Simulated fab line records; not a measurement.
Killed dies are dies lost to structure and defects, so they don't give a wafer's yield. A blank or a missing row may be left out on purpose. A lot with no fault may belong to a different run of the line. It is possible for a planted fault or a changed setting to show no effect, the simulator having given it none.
fab line records ; flow sky130
record lots=14; wafers=42; last-day=51
route steps=708 shown NWELL@77 POLY_CUT@316 VIA1@461 VIA3@574
lots that met no fault: from a run of the same line without faults
start-h: hours from the record's opening day to when the first of the lot's shown wafers began ; wait-h: time in hours since the lot's previous step ; " same as the row above ; L1.1+2: a row that stands for several wafers ; - no value, or no start was given ; * or withheld: withheld ; < > ~ a bound
route shown NAME@n: a module of which the file shows steps, and the number in the route of the first ; usual: average and standard deviation across the fault-free wafers ; same: alike in all rows ; chamber/n: place in a boat ; sites: each site's reading ; _std_site: standard deviation of those values ; _edge_site: inner sites' mean taken away from outer sites' mean ; radius-mm: for every site, how far away it sits from the centre of the wafer ; mask NAME#n: copy n ; behind: tool/chamber where the wafer was last shaped ; hold: why the lot went on hold/how many hours it stayed there/how the hold came to an end ; device: the transistor (n, p or np) that didn't switch ; end of line: at the end of the route, the tests of the same wafers ; where a step has no rows: the recipe by itself ; killed: dies lost to structure and defects at the first sort, not the wafer's yield ; map: shows each die of a wafer: x if killed, . if not, _ if none is there
set.NAME: the setting that was run; set.NAME@STEP: the one run at that earlier step ; model.NAME: the simulator's own value behind a step, which no gauge read
one table for each step of the route and one row for each wafer, over a sample of lots
services: the hour from which a tool's chamber was out of use, counted from the record's first day as start-h (under 0 if before that day), plus the number of hours and why
## steps
# step SKY_NWELL_IMPLANT_24
# recipe species=B; energy-kev=140; dose-cm2=9.2e+12; tilt-deg=withheld
# usual beam-energy-keV=140.00/0.041; beam-on-s=10.02/0.19; dose-ions-cm2=9.201e+12/1.2e+10; faraday-current-uA=51.8/0.96
lot.wafer;tool;chamber;start-h;wait-h;beam-energy-keV;beam-on-s;dose-ions-cm2;faraday-current-uA
L770.1;implanter-03;0;120.38;0.0;140.02;10.33;9.204e+12;50.4
L770.4;implanter-03;0;120.38;0.0;139.93;9.83;9.209e+12;52.9
L770.5;implanter-03;0;120.38;0.0;139.98;10.25;9.195e+12;50.5
L771.1;implanter-02;0;121.13;0.0;139.96;9.67;9.175e+12;53.1
L771.4;implanter-02;0;121.13;0.0;139.99;9.86;9.193e+12;52.8
L771.5;implanter-02;0;121.13;0.0;139.93;10.07;9.191e+12;51.5
L772.1;implanter-03;0;122.36;0.0;140.03;10.20;9.2e+12;50.7
L772.4;implanter-03;0;122.36;0.0;139.98;9.78;9.2e+12;53.1
L772.6;implanter-03;0;122.36;0.0;140.00;9.86;9.201e+12;52.3
L773.1;implanter-04;0;128.08;0.0;139.96;10.04;9.191e+12;51.7
L773.5;implanter-04;0;128.08;0.0;139.97;9.87;9.203e+12;52.5
L773.6;implanter-04;0;128.08;0.0;139.98;9.98;9.212e+12;51.8
L774.1;implanter-03;0;128.78;0.0;140.02;10.10;9.2e+12;51.5
L774.2;implanter-03;0;128.78;0.0;140.01;10.13;9.193e+12;51.4
L774.3;implanter-03;0;128.78;0.0;139.98;10.18;9.209e+12;51.0
L775.1;implanter-04;0;144.01;0.0;140.00;10.29;9.191e+12;50.4
L775.2;implanter-04;0;144.01;0.0;139.98;9.84;9.182e+12;52.7
L775.6;implanter-04;0;144.01;0.0;139.97;10.08;9.194e+12;51.7
L776.2;implanter-02;0;144.74;0.0;140.04;10.16;9.217e+12;51.3
L776.5;implanter-02;0;144.74;0.0;140.06;9.88;9.208e+12;52.4
L776.6;implanter-02;0;144.74;0.0;140.06;10.05;9.202e+12;51.6
L784.1;implanter-02;0;192.66;0.0;140.01;9.96;8.425e+12;47.8
L784.4;implanter-02;0;192.66;0.0;140.06;10.03;8.418e+12;47.2
L784.6;implanter-02;0;192.66;0.0;140.07;10.39;8.423e+12;45.6
L785.3;implanter-04;0;208.30;0.1;139.97;9.96;9.209e+12;52.1
L785.5;implanter-04;0;208.30;0.1;139.95;9.92;9.213e+12;52.3
L785.6;implanter-04;0;208.30;0.1;140.01;10.09;9.202e+12;51.3
L786.2;implanter-02;0;211.61;0.0;140.03;9.83;8.425e+12;48.1
L786.3;implanter-02;0;211.61;0.0;140.00;10.03;8.432e+12;47.5
L786.6;implanter-02;0;211.61;0.0;140.06;9.79;8.408e+12;48.5
L789.1;implanter-04;0;223.58;0.0;140.00;10.01;9.197e+12;51.7
L789.3;implanter-04;0;223.58;0.0;139.98;10.20;9.231e+12;50.8
L789.4;implanter-04;0;223.58;0.0;140.00;9.64;9.186e+12;53.5
L790.2;implanter-04;0;228.91;0.0;140.00;10.19;9.179e+12;51.1
L790.4;implanter-04;0;228.91;0.0;139.96;10.40;9.208e+12;49.6
L790.6;implanter-04;0;228.91;0.0;139.91;9.81;9.192e+12;52.8
L792.4;implanter-03;0;247.94;0.1;140.02;9.80;9.184e+12;52.7
L792.5;implanter-03;0;247.94;0.1;140.03;10.11;9.181e+12;51.4
L792.6;implanter-03;0;247.94;0.1;140.02;9.76;9.184e+12;53.1
L793.1;implanter-04;0;255.96;0.0;140.03;10.18;9.205e+12;51.3
L793.4;implanter-04;0;255.96;0.0;139.98;9.96;9.198e+12;52.1
L793.6;implanter-04;0;255.96;0.0;139.99;9.97;9.219e+12;52.3
# step SKY_POLY_CUT_OVL_MEAS_09
# usual POLY_CUT_OVL=1/6.5
lot.wafer;tool;chamber;start-h;wait-h;POLY_CUT_OVL[nm]
L770.1;overlay-01;-;584.37;0.1;10
L770.4;overlay-01;-;584.37;0.1;4
L770.5;overlay-01;-;584.37;0.1;9
L771.1;overlay-01;-;588.52;0.1;4
L771.4;overlay-01;-;588.52;0.1;0
L771.5;overlay-01;-;588.52;0.1;-4
L772.1;overlay-01;-;594.01;0.1;-6
L772.4;overlay-01;-;594.01;0.1;-16
L772.6;overlay-01;-;594.01;0.1;-5
L773.1;overlay-01;-;600.62;0.1;3
L773.5;overlay-01;-;600.62;0.1;5
L773.6;overlay-01;-;600.62;0.1;1
L774.1;overlay-01;-;602.17;0.1;-8
L774.2;overlay-01;-;602.17;0.1;-2
L774.3;overlay-01;-;602.17;0.1;-6
L775.1;overlay-02;-;623.66;0.1;5
L775.2;overlay-02;-;623.66;0.1;5
L775.6;overlay-02;-;623.66;0.1;10
L776.2;overlay-02;-;627.10;0.1;-3
L776.5;overlay-02;-;627.10;0.1;-3
L776.6;overlay-02;-;627.10;0.1;2
L784.1;overlay-02;-;695.02;0.1;-4
L784.4;overlay-02;-;695.02;0.1;-2
L784.6;overlay-02;-;695.02;0.1;5
L785.3;overlay-02;-;703.20;0.1;4
L785.5;overlay-02;-;703.20;0.1;5
L785.6;overlay-02;-;703.20;0.1;13
L786.2;overlay-02;-;721.01;0.1;2
L786.3;overlay-02;-;721.01;0.1;5
L786.6;overlay-02;-;721.01;0.1;5
L790.2;overlay-02;-;749.92;0.1;-9
L790.4;overlay-02;-;749.92;0.1;-1
L790.6;overlay-02;-;749.92;0.1;-11
L789.1;overlay-01;-;750.87;0.1;0
L789.3;overlay-01;-;750.87;0.1;2
L789.4;overlay-01;-;750.87;0.1;2
L792.4;overlay-01;-;755.28;0.1;9
L792.5;overlay-01;-;755.28;0.1;7
L792.6;overlay-01;-;755.28;0.1;8
L793.1;overlay-01;-;764.59;0.1;7
L793.4;overlay-01;-;764.59;0.1;-2
L793.6;overlay-01;-;764.59;0.1;2
# step SKY_VIA1_BOW_MEAS_03
# recipe mode=bow
# usual VIA1_BOW=83/7.2
lot.wafer;tool;chamber;start-h;wait-h;VIA1_BOW[um]
L770.1;film-metro-02;-;791.94;0.1;88
L770.4;film-metro-02;-;791.94;0.1;86
L770.5;film-metro-02;-;791.94;0.1;100
L771.1;film-metro-02;-;794.81;0.1;96
L771.4;film-metro-02;-;794.81;0.1;88
L771.5;film-metro-02;-;794.81;0.1;88
L772.1;film-metro-02;-;798.41;0.1;86
L772.4;film-metro-02;-;798.41;0.1;78
L772.6;film-metro-02;-;798.41;0.1;95
L773.1;film-metro-04;-;807.87;0.2;105
L773.5;film-metro-04;-;807.87;0.2;85
L773.6;film-metro-04;-;807.87;0.2;76
L774.1;film-metro-02;-;807.90;0.1;84
L774.2;film-metro-02;-;807.90;0.1;72
L774.3;film-metro-02;-;807.90;0.1;87
L775.1;film-metro-04;-;828.37;0.1;90
L775.2;film-metro-04;-;828.37;0.1;79
L775.6;film-metro-04;-;828.37;0.1;79
L776.2;film-metro-04;-;831.41;0.2;97
L776.5;film-metro-04;-;831.41;0.2;92
L776.6;film-metro-04;-;831.41;0.2;93
L784.1;film-metro-02;-;892.34;0.1;80
L784.4;film-metro-02;-;892.34;0.1;79
L784.6;film-metro-02;-;892.34;0.1;91
L785.3;film-metro-03;-;900.59;0.1;97
L785.5;film-metro-03;-;900.59;0.1;78
L785.6;film-metro-03;-;900.59;0.1;81
L786.2;film-metro-02;-;918.61;0.2;91
L786.3;film-metro-02;-;918.61;0.2;90
L786.6;film-metro-02;-;918.61;0.2;83
L790.2;film-metro-03;-;943.13;0.2;80
L790.4;film-metro-03;-;943.13;0.2;76
L790.6;film-metro-03;-;943.13;0.2;83
L789.1;film-metro-04;-;944.15;0.2;91
L789.3;film-metro-04;-;944.15;0.2;82
L789.4;film-metro-04;-;944.15;0.2;72
L792.4;film-metro-02;-;948.68;0.2;80
L792.5;film-metro-02;-;948.68;0.2;89
L792.6;film-metro-02;-;948.68;0.2;92
L793.1;film-metro-04;-;955.18;0.1;93
L793.4;film-metro-04;-;955.18;0.1;90
L793.6;film-metro-04;-;955.18;0.1;76
# step SKY_VIA3_THK_MEAS_01
# recipe reads=SiO2_of_VIA3_HDPCVD_00
# usual VIA3_HDPCVD_THK=1632/18
lot.wafer;tool;chamber;start-h;wait-h;VIA3_HDPCVD_THK[nm]
L770.1;film-metro-02;-;930.37;0.1;1658
L770.4;film-metro-02;-;930.37;0.1;1633
L770.5;film-metro-02;-;930.37;0.1;1651
L771.1;film-metro-03;-;933.44;0.1;1620
L771.4;film-metro-03;-;933.44;0.1;1641
L771.5;film-metro-03;-;933.44;0.1;1642
L772.1;film-metro-03;-;936.23;0.1;1617
L772.4;film-metro-03;-;936.23;0.1;1652
L772.6;film-metro-03;-;936.23;0.1;1664
L774.1;film-metro-03;-;945.74;0.1;1642
L774.2;film-metro-03;-;945.74;0.1;1621
L774.3;film-metro-03;-;945.74;0.1;1665
L773.1;film-metro-03;-;946.22;0.1;1624
L773.5;film-metro-03;-;946.22;0.1;1632
L773.6;film-metro-03;-;946.22;0.1;1627
L775.1;film-metro-02;-;962.52;0.1;1591
L775.2;film-metro-02;-;962.52;0.1;1627
L775.6;film-metro-02;-;962.52;0.1;1614
L776.2;film-metro-03;-;965.97;0.1;1630
L776.5;film-metro-03;-;965.97;0.1;1596
L776.6;film-metro-03;-;965.97;0.1;1623
L784.1;film-metro-03;-;1024.18;0.1;1636
L784.4;film-metro-03;-;1024.18;0.1;1638
L784.6;film-metro-03;-;1024.18;0.1;1661
L785.3;film-metro-03;-;1029.76;0.1;1645
L785.5;film-metro-03;-;1029.76;0.1;1635
L785.6;film-metro-03;-;1029.76;0.1;1614
L786.2;film-metro-04;-;1046.87;0.1;1630
L786.3;film-metro-04;-;1046.87;0.1;1633
L786.6;film-metro-04;-;1046.87;0.1;1628
L790.2;film-metro-02;-;1068.52;0.1;1633
L790.4;film-metro-02;-;1068.52;0.1;1613
L790.6;film-metro-02;-;1068.52;0.1;1607
L789.1;film-metro-03;-;1070.32;0.1;1595
L789.3;film-metro-03;-;1070.32;0.1;1624
L789.4;film-metro-03;-;1070.32;0.1;1616
L792.4;film-metro-03;-;1074.64;0.0;1653
L792.5;film-metro-03;-;1074.64;0.0;1638
L792.6;film-metro-03;-;1074.64;0.0;1644
L793.1;film-metro-03;-;1080.03;0.1;1606
L793.4;film-metro-03;-;1080.03;0.1;1624
L793.6;film-metro-03;-;1080.03;0.1;1611
## services
tool;chamber;start-h;hours;kind
implanter-03;-;100.76;4.1;pm
implanter-04;-;162.54;2.5;repair
implanter-02;-;176.81;3.2;pm
implanter-03;-;188.28;1.8;repair
implanter-03;-;214.06;0.8;repair
implanter-04;-;218.95;4.5;repair
implanter-04;-;244.24;4.3;pm
## key
first-sign step=SKY_NWELL_IMPLANT_24; reading=dose-ions-cm2; direction=down; sigmas=67; usual=*; struck=*
effect step=SKY_NWELL_IMPLANT_24; reading=faraday-current-uA; direction=down; sigmas=4.5; usual=51.8; struck=47.4
met-at SKY_NWELL_IMPLANT_24
struck-lots L784,L786
tester-left-out L784,L786
not-acting-at SKY_POLY_CUT_OVL_MEAS_09,SKY_VIA1_BOW_MEAS_03,SKY_VIA3_THK_MEAS_01
onset-between 144.74 192.66
fault kind=process-parameter-drift; tool=implanter-02; chamber=-; onset-h=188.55; steps=SKY_NWELL_IMPLANT_24; channel=dose-cm2; offset=*; shape=step; end-h=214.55; acts-in=*; stated=*
# tester-left-out: of these lots the tester's yield and bins aren't shown, on N5 and GAA mostly nor the transistor test; their killed dies are dies lost to structure and defects alone, not to doping, threshold or leakage, so they don't give the yield
